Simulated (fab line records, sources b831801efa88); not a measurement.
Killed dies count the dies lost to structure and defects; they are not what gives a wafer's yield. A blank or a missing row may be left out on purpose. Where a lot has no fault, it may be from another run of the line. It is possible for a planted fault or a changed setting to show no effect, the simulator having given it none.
Split-lot experiment || flow sky130 || on a route of 708 steps: 5 lots, 15 wafers read

ON THE SPLIT
At SKY_METAL2_COAT_10 (resist thk 450 nm), the setting resist thk nm was moved away from the recipe's 450 nm on 5 of the 15 wafers read, by -2.6% to +1.8%. All remaining wafers had this setting at the recipe value.

The reading is taken at the split's own step.

THE READING
KrF-thick_of_METAL2_COAT_10.thk nm (the simulator's own value, which no gauge read), in nm, at SKY_METAL2_COAT_10 (resist thk 450 nm). The file does not state a usual value for it. Here, 10 wafers ran the recipe; their average is 449.4 nm with a standard deviation of 1.3 nm.

{"wafer": "L074.1", "tool, chamber at the split": "litho track-02, 0", "resist thk nm as run, nm": 458, "against the recipe": "+1.8%", "KrF-thick_of_METAL2_COAT_10.thk nm, nm": 456.2, "against lot-mates on the recipe": "+7.0"}
{"wafer": "L074.2", "tool, chamber at the split": "litho track-02, 0", "resist thk nm as run, nm": 450, "against the recipe": "recipe", "KrF-thick_of_METAL2_COAT_10.thk nm, nm": 449.2, "against lot-mates on the recipe": "-"}
{"wafer": "L076.1", "tool, chamber at the split": "litho track-03, 0", "resist thk nm as run, nm": 450, "against the recipe": "recipe", "KrF-thick_of_METAL2_COAT_10.thk nm, nm": 448.7, "against lot-mates on the recipe": "-"}
{"wafer": "L076.2", "tool, chamber at the split": "litho track-03, 0", "resist thk nm as run, nm": 450, "against the recipe": "recipe", "KrF-thick_of_METAL2_COAT_10.thk nm, nm": 449.8, "against lot-mates on the recipe": "-"}
{"wafer": "L076.5", "tool, chamber at the split": "litho track-03, 0", "resist thk nm as run, nm": 450, "against the recipe": "recipe", "KrF-thick_of_METAL2_COAT_10.thk nm, nm": 449.5, "against lot-mates on the recipe": "-"}
{"wafer": "L080.2", "tool, chamber at the split": "litho track-03, 0", "resist thk nm as run, nm": 450, "against the recipe": "recipe", "KrF-thick_of_METAL2_COAT_10.thk nm, nm": 450.8, "against lot-mates on the recipe": "-"}
{"wafer": "L080.5", "tool, chamber at the split": "litho track-03, 0", "resist thk nm as run, nm": 450, "against the recipe": "recipe", "KrF-thick_of_METAL2_COAT_10.thk nm, nm": 451.8, "against lot-mates on the recipe": "-"}
{"wafer": "L080.6", "tool, chamber at the split": "litho track-03, 0", "resist thk nm as run, nm": 438.1, "against the recipe": "-2.6%", "KrF-thick_of_METAL2_COAT_10.thk nm, nm": 439.8, "against lot-mates on the recipe": -11.5}
{"wafer": "L079.2", "tool, chamber at the split": "litho track-03, 0", "resist thk nm as run, nm": 450, "against the recipe": "recipe", "KrF-thick_of_METAL2_COAT_10.thk nm, nm": 450.3, "against lot-mates on the recipe": "-"}
{"wafer": "L079.3", "tool, chamber at the split": "litho track-03, 0", "resist thk nm as run, nm": 438.1, "against the recipe": "-2.6%", "KrF-thick_of_METAL2_COAT_10.thk nm, nm": 438.3, "against lot-mates on the recipe": -12.0}
{"wafer": "L083.1", "tool, chamber at the split": "litho track-02, 0", "resist thk nm as run, nm": 442.8, "against the recipe": "-1.6%", "KrF-thick_of_METAL2_COAT_10.thk nm, nm": 440.7, "against lot-mates on the recipe": -7.2}
{"wafer": "L083.2", "tool, chamber at the split": "litho track-02, 0", "resist thk nm as run, nm": 442.8, "against the recipe": "-1.6%", "KrF-thick_of_METAL2_COAT_10.thk nm, nm": 441.3, "against lot-mates on the recipe": -6.6}
{"wafer": "L083.3", "tool, chamber at the split": "litho track-02, 0", "resist thk nm as run, nm": 450, "against the recipe": "recipe", "KrF-thick_of_METAL2_COAT_10.thk nm, nm": 448.6, "against lot-mates on the recipe": "-"}
{"wafer": "L083.5", "tool, chamber at the split": "litho track-02, 0", "resist thk nm as run, nm": 450, "against the recipe": "recipe", "KrF-thick_of_METAL2_COAT_10.thk nm, nm": 446.9, "against lot-mates on the recipe": "-"}
{"wafer": "L083.6", "tool, chamber at the split": "litho track-02, 0", "resist thk nm as run, nm": 450, "against the recipe": "recipe", "KrF-thick_of_METAL2_COAT_10.thk nm, nm": 448.3, "against lot-mates on the recipe": "-"}

THE FIT
A straight line over all 15 wafers: KrF-thick_of_METAL2_COAT_10.thk nm changes by +4.15 nm for each +1% of resist thk nm; r = +0.96; the points scatter about the line by 1.4 nm.
The same after taking each lot's own level away (the mean of its wafers on the recipe; 15 wafers): +4.32 nm for each +1%; r = +0.99; scatter 0.53 nm.
Per that fit: largest resist thk nm move, reading shift of 11 nm.
Across the lots, their own levels run from 447.93 to 451.30 nm, a range of 2.6 times the standard deviation given above.
Consequently the slope shifts little with the lot-to-lot level, the two slopes agreeing.
Check: with one of the wafers moved furthest among these (-2.6%) left out of the fit, the line predicts -11.5 nm for it against its lot-mates. Against them it came out at -11.5 nm.

THESE WAFERS: OTHER SPLITS
Other splits were also applied to these wafers ahead of the reading. Each is held against what the fit with the lots' levels taken away leaves over:
{"other split on the same wafers": "SKY_VIA1_SPUTTER_20 chamber pressure pa", "wafers away from the commonest value": 10, "r with KrF-thick_of_METAL2_COAT_10.thk nm (lot level and that fit taken away)": -0.14}
{"other split on the same wafers": "SKY_METAL2_SPUTTER_02 time s", "wafers away from the commonest value": 0, "r with KrF-thick_of_METAL2_COAT_10.thk nm (lot level and that fit taken away)": "-"}

THE WHOLE CHAIN: every reading that the file lists as answering this split, in the file's order
{"step": "SKY_METAL2_COAT_10", "what it does": "resist thk 450 nm", "reading": "KrF-thick_of_METAL2_COAT_10.thk nm (the simulator's own value, which no gauge read)", "change (the file's fit)": "+4.34 nm for each +1% of the setting", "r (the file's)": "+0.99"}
{"step": "SKY_METAL2_STRIP_20", "what it does": "strips in O2/N2", "reading": "strip time to endpoint s", "change (the file's fit)": "withheld for each +1% of the setting", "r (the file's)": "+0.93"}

THE FILE'S OWN FIT
KrF-thick_of_METAL2_COAT_10.thk nm changes by +4.34 nm for each +1% of resist thk nm, r = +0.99.
